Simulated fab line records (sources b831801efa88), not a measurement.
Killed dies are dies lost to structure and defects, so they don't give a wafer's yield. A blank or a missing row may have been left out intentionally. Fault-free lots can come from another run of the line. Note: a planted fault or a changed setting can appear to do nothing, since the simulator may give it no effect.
A lot that was struck, set against a sound lot | flow gf180mcu | 14 steps out of a route of 602
Sound: wafers L757.2, L757.3, L757.6. Struck: wafers L747.1, L747.4, L747.6. The cause comes at the end.
Order at every step that has rows: each side's tool, ch and its chambers, its first start. Under that, the readings that differ: sound wafers | struck wafers | difference of the means | sigmas: that difference in standard deviations of wafers without a fault.
alike: words and numbers the same on both sides, and readings whose means are apart by under 2 such deviations; not compared: readings that were withheld, readings missing a value for some wafer, numbers with overlapping values and no deviation given by the record, and bounds like >300 which may hide the same value.
A row with sigmas, a row that says differs or no value, or rows on one side alone: a step with any of these is where the two part. Numbers that don't overlap but have no deviation are shown without sigmas and don't part them. A reading missing from all wafers of one side parts the sides only when that side holds two or more wafers.

first, 5 steps without rows for these wafers: GF_V5_COAT_09 (resist thk 1000 nm); GF_V5_SOFTBAKE_10 (time 60 s); GF_V5_EXPOSE_11 (exposes mask Via5, target cd 260 nm); GF_V5_PEB_12 (peb time 90 s); GF_V5_DEVELOP_13 (develop time 60 s).
GF_V5_CD_MEAS_14: the cd target is 260 nm.
  sound: cd sem-01 at day 32 22:49; struck: cd sem-02 at day 30 09:48
  alike: cd nm
GF_V5_OVL_MEAS_15:
  sound: overlay-02 at day 32 22:56; struck: overlay-01 at day 30 09:55
  alike: V5_OVL
GF_V5_ETCH_16: etches BARC in N2/H2.
  sound on rie diel-02 ch 1,2,3, day 32 22:58; struck on rie diel-03 ch 0,1,2, day 30 09:58
  alike: drypump motor current A, h2 flow sccm, oes product au, throttle valve pct
GF_V5_ETCH_17: etches SiO2 in C4F8/O2/Ar, stops on TiN, target depth 855 nm.
  sound: rie diel-02 ch 1,2,3; struck: rie diel-03 ch 0,1,2
  alike: oes product au
GF_V5_STRIP_18: strips in O2/N2.
  sound on plasma asher-03 ch 0, day 32 23:07; struck on plasma asher-03 ch 1, day 30 10:07
  reading            | sound       | struck      | difference | sigmas
  heater power w (W) | 390 392 381 | 259 259 260 | -128       | -3
  alike: drypump motor current A, oes product au, platen temp c
  not compared: rf hours counter h
then, 2 steps without rows for these wafers: GF_V5_STRIP_19 (strips in post etch residue remover, time 1200 s); GF_V5_CLEAN_20 (cleans in DIW).
GF_V5_SPUTTER_21: material Ti, target thk 15 nm, time 80.02 s.
  sound: pvd sputter-03 at day 32 23:39; struck: pvd sputter-02 at day 30 10:43
  reading                               | sound             | struck            | difference | sigmas
  model.Ti_of_V5_SPUTTER_21.thk nm (nm) | 15.05 15.24 15.16 | 19.38 19.41 19.54 | +4.29      |
  alike: cathode dc power W, throttle valve pct
GF_V5_SPUTTER_22: material TiN, target thk 10 nm, time 40 s.
  sound: pvd sputter-03 at day 32 23:43; struck: pvd sputter-02 at day 30 10:46
  alike: cathode dc power W, throttle valve pct

== WHERE THEY PART ==
At GF_V5_STRIP_18 and nowhere else, as far as this record goes. Later steps at which nothing parts them and some readings are alike: GF_V5_SPUTTER_21, GF_V5_SPUTTER_22.

WHY: what the simulator had put in
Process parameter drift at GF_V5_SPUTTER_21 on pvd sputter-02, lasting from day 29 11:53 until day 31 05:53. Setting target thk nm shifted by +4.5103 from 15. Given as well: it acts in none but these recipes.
